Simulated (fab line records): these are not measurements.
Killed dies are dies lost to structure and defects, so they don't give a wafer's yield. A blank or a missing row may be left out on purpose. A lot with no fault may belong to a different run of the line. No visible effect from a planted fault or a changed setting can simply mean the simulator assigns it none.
Which of the tools did it? | flow gf180mcu | 11 lots, 33 wafers sampled, at 3 steps of a route of 602

## WHAT THE GAUGES SHOWED, per wafer
GF_CONTACT_RS_MEAS_25: measurement is done with a four-point probe.
lot  | measured     | on            | CONTACT_W_RS (ohm/sq)
L336 | day 16 03:59 | film-metro-03 | 0.380 0.380 0.381
L339 | day 17 08:34 | film-metro-02 | 0.388 0.384 0.389
L343 | day 18 17:30 | film-metro-04 | 0.377 0.375 0.379
L344 | day 19 02:46 | film-metro-02 | 0.387 0.386 0.391
L346 | day 20 01:54 | film-metro-03 | 0.382 0.386 0.381
L348 | day 20 20:36 | film-metro-02 | 0.380 0.380 0.378
L353 | day 22 08:08 | film-metro-02 | 0.246 0.245 0.244
L354 | day 22 14:42 | film-metro-03 | 0.244 0.241 0.242
L355 | day 23 00:05 | film-metro-02 | 0.382 0.382 0.382
L358 | day 24 02:26 | film-metro-04 | 0.381 0.387 0.382
L359 | day 24 03:34 | film-metro-04 | 0.380 0.386 0.387

## WHAT TOOL EACH LOT RAN ON (gives the tool, then ch and the chambers of the sampled wafers, and finally the start)
lot  | GF_CONTACT_SPUTTER_23        | GF_CONTACT_CVD_24
L336 | pvd-sputter-03, day 16 03:47 | cvd-w-01 ch 0,1, day 16 03:52
L339 | pvd-sputter-03, day 17 08:26 | cvd-w-01 ch 0, day 17 08:28
L343 | pvd-sputter-04, day 18 17:22 | cvd-w-01 ch 0,1, day 18 17:24
L344 | pvd-sputter-03, day 19 02:36 | cvd-w-01 ch 1, day 19 02:38
L346 | pvd-sputter-03, day 20 01:45 | cvd-w-02 ch 0,1, day 20 01:47
L348 | pvd-sputter-02, day 20 20:26 | cvd-w-01 ch 0, day 20 20:29
L353 | pvd-sputter-04, day 22 07:59 | cvd-w-01 ch 0,1, day 22 08:02
L354 | pvd-sputter-04, day 22 14:32 | cvd-w-01 ch 0,1, day 22 14:35
L355 | pvd-sputter-04, day 22 23:55 | cvd-w-02 ch 0,1, day 22 23:59
L358 | pvd-sputter-02, day 24 02:15 | cvd-w-02 ch 0,1, day 24 02:19
L359 | pvd-sputter-02, day 24 03:19 | cvd-w-02 ch 0, day 24 03:22
- GF_CONTACT_SPUTTER_23: material TiN, target thk 10 nm, time 40 s.
- GF_CONTACT_CVD_24: deposits W, target thk 300 nm, time 90.339 s.

## THE ANSWER, worked out from the rows above alone
Rule: the lots themselves supply what counts as usual. The widest of any qualifying gaps counts: lots, ordered by their means at a reading, are off when they make up no more than a third of the lots, leave a main group of 4 or more, and stand apart from it by 3 or more times the standard deviation of that group's means. Not used: any main group whose means are identical at the precision the tables above print for the reading. A lot without any number at a reading at which 4 lots or more have one is off too. The other lots that the step has rows for count as sound.
Off: at GF_CONTACT_RS_MEAS_25 (CONTACT_W_RS), L353, L354. The main group: mean 0.383 ohm/sq, standard deviation 0.0033.
A tool fits if, at a process step before that reading, it ran every lot that is off, and no sound lot after the first of them. Those tools and the gauges at GF_CONTACT_RS_MEAS_25 are tried in the same way. One fits: cvd-w-01 at GF_CONTACT_CVD_24. A fault onset in the window from L348 (day 20 20:29, its last sound lot) to L353 (day 22 08:02, its first lot off) fits.

## WHAT HAD BEEN PUT IN BY THE SIMULATOR
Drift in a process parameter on cvd-w-01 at GF_CONTACT_CVD_24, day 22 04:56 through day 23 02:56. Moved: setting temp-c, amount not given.
Shown lots that were struck: L353, L354. This agrees with what the rule above found.
